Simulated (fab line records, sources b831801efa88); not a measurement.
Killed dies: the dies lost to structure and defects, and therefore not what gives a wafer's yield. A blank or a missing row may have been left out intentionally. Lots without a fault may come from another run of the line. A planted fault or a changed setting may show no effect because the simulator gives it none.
Which tool was responsible? + flow gf180mcu + Sampling: 14 lots, 42 wafers, 4 of 602 route steps

## WHAT THE GAUGES READ, wafer by wafer
GF_M2_CD_MEAS_14: target cd 280 nm.
| lot  | measured     | on        | cd_nm (nm)        |
|------|--------------|-----------|-------------------|
| L841 | day 19 14:53 | cd_sem-01 | 278.7 279.4 279.0 |
| L843 | day 19 23:32 | cd_sem-02 | 280.7 280.3 280.5 |
| L844 | day 20 10:41 | cd_sem-02 | 280.2 278.9 280.9 |
| L845 | day 20 17:41 | cd_sem-01 | 277.9 279.1 277.7 |
| L846 | day 21 00:04 | cd_sem-02 | 278.2 279.1 279.7 |
| L847 | day 21 15:34 | cd_sem-01 | 277.8 278.3 279.4 |
| L848 | day 22 00:27 | cd_sem-02 | 279.7 279.4 279.6 |
| L849 | day 22 13:48 | cd_sem-02 | 278.1 279.0 278.7 |
| L850 | day 22 15:45 | cd_sem-02 | 278.6 278.9 208.7 |
| L851 | day 22 22:18 | cd_sem-02 | 281.3 281.1 209.1 |
| L860 | day 25 20:53 | cd_sem-01 | 280.7 280.5 280.2 |
| L861 | day 26 06:58 | cd_sem-01 | 281.4 280.8 280.4 |
| L862 | day 26 08:34 | cd_sem-01 | 279.9 280.7 280.2 |
| L863 | day 26 19:56 | cd_sem-01 | 278.0 278.1 279.5 |

## WHAT TOOL EACH LOT RAN ON (gives the tool, then ch and the chambers of the sampled wafers, and finally the start)
| lot  | GF_V1_ETCH_17                                 | GF_M2_SPUTTER_01             | GF_M2_EXPOSE_11                   |
|------|-----------------------------------------------|------------------------------|-----------------------------------|
| L841 | rie_diel-02 ch 0,1,2, day 18 14:10 or earlier | pvd_sputter-01, day 18 14:10 | krf_scanner-02 ch 0, day 19 02:34 |
| L843 | rie_diel-02 ch 0,1, day 18 22:25 or earlier   | pvd_sputter-01, day 18 22:25 | krf_scanner-02 ch 0, day 19 11:21 |
| L844 | rie_diel-04 ch 1,2, day 19 09:46 or earlier   | pvd_sputter-02, day 19 09:46 | krf_scanner-01 ch 0, day 19 22:39 |
| L845 | rie_diel-04 ch 2,3, day 19 16:07 or earlier   | pvd_sputter-01, day 19 16:07 | krf_scanner-01 ch 0, day 20 04:34 |
| L846 | rie_diel-02 ch 1,2, day 19 23:29 or earlier   | pvd_sputter-02, day 19 23:29 | krf_scanner-01 ch 0, day 20 11:52 |
| L847 | rie_diel-03 ch 0,1,3, day 20 14:31 or earlier | pvd_sputter-01, day 20 14:31 | krf_scanner-02 ch 0, day 21 03:06 |
| L848 | rie_diel-02 ch 0,1,2, day 21 01:09 or earlier | pvd_sputter-01, day 21 01:09 | krf_scanner-01 ch 0, day 21 13:31 |
| L849 | rie_diel-03 ch 0,1,3, day 21 14:52 or earlier | pvd_sputter-01, day 21 14:52 | krf_scanner-01 ch 0, day 22 02:08 |
| L850 | rie_diel-04 ch 1,3, day 21 16:25 or earlier   | pvd_sputter-02, day 21 16:25 | krf_scanner-01 ch 0, day 22 03:54 |
| L851 | rie_diel-04 ch 1,2,3, day 21 23:01 or earlier | pvd_sputter-01, day 21 23:01 | krf_scanner-01 ch 0, day 22 10:37 |
| L860 | rie_diel-03 ch 0,1,3, day 24 23:48 or earlier | pvd_sputter-01, day 24 23:48 | krf_scanner-02 ch 0, day 25 10:38 |
| L861 | rie_diel-03 ch 0,1,2, day 25 10:22 or earlier | pvd_sputter-02, day 25 10:22 | krf_scanner-02 ch 0, day 25 20:59 |
| L862 | rie_diel-02 ch 0,1, day 25 11:16 or earlier   | pvd_sputter-03, day 25 11:16 | krf_scanner-02 ch 0, day 25 22:24 |
| L863 | rie_diel-02 ch 2,3, day 25 23:25 or earlier   | pvd_sputter-02, day 25 23:25 | krf_scanner-01 ch 0, day 26 10:07 |
- GF_V1_ETCH_17: etches SiO2 in C4F8/O2/Ar, stops on TiN, target depth 630 nm.
- GF_M2_SPUTTER_01: material TiN, target thk 30 nm, time 25 s.
- GF_M2_EXPOSE_11: exposes mask Metal2, target cd 280 nm.

## AS READ BY THE TOOLS THEMSELVES (means over the sampled wafers that have a number; for cases with no such wafer, the mark the record gives instead)
GF_V1_ETCH_17.
| lot  | tool        | oes_product_au (a.u.) |
|------|-------------|-----------------------|
| L841 | rie_diel-02 | 0.853                 |
| L843 | rie_diel-02 | 0.862                 |
| L844 | rie_diel-04 | 0.859                 |
| L845 | rie_diel-04 | 0.856                 |
| L846 | rie_diel-02 | 0.857                 |
| L847 | rie_diel-03 | 0.858                 |
| L848 | rie_diel-02 | 0.853                 |
| L849 | rie_diel-03 | 0.854                 |
| L850 | rie_diel-04 | 0.856                 |
| L851 | rie_diel-04 | 0.857                 |
| L860 | rie_diel-03 | 0.855                 |
| L861 | rie_diel-03 | 0.858                 |
| L862 | rie_diel-02 | 0.856                 |
| L863 | rie_diel-02 | 0.852                 |

GF_M2_SPUTTER_01.
| lot  | tool           | throttle_valve_pct (%) |
|------|----------------|------------------------|
| L841 | pvd_sputter-01 | 30.1                   |
| L843 | pvd_sputter-01 | 30.7                   |
| L844 | pvd_sputter-02 | 30.7                   |
| L845 | pvd_sputter-01 | 30.5                   |
| L846 | pvd_sputter-02 | 30.7                   |
| L847 | pvd_sputter-01 | 30.2                   |
| L848 | pvd_sputter-01 | 30.9                   |
| L849 | pvd_sputter-01 | 30.1                   |
| L850 | pvd_sputter-02 | 31.1                   |
| L851 | pvd_sputter-01 | 30.2                   |
| L860 | pvd_sputter-01 | 30.8                   |
| L861 | pvd_sputter-02 | 30.8                   |
| L862 | pvd_sputter-03 | 29.5                   |
| L863 | pvd_sputter-02 | 30.1                   |

## THE ANSWER, worked out from the rows above alone
Rule: what is usual is taken from the lots themselves. Put in order of their means at a reading, lots are off if they are a third of the lots or fewer, leave a main group of 4 or more, and stand apart from it by a gap of 3 or more times the standard deviation of the main group's means; of several such gaps the widest counts. A main group is skipped when, at the precision printed for the reading in the tables above, its means are all equal. A lot without any number at a reading at which 4 lots or more have one is off too. Where the step has rows for the other lots, those lots are counted as sound. After the gauges, taken in route order, come the tools' own readings; for these a lot's mean is taken, as printed above. The first step at which some lot is off is used, and at that step the reading that is off furthest; a lot without a number counts as furthest.
Off: L850, L851, at GF_M2_CD_MEAS_14 (cd_nm). The main group: mean 279.5 nm, standard deviation 0.89.
A tool fits if, at a process step before that reading, it ran every lot that is off, and no sound lot after the first of them. Those tools and the gauges at GF_M2_CD_MEAS_14 are tried in the same way. GF_V1_ETCH_17 gives no start for some lots, so the hours and the order of its lots are those of GF_M2_SPUTTER_01. Can't be told from this: 2 tools fit, rie_diel-04 at GF_V1_ETCH_17, cd_sem-02 at GF_M2_CD_MEAS_14.

## WHAT THE SIMULATOR HAD PUT IN
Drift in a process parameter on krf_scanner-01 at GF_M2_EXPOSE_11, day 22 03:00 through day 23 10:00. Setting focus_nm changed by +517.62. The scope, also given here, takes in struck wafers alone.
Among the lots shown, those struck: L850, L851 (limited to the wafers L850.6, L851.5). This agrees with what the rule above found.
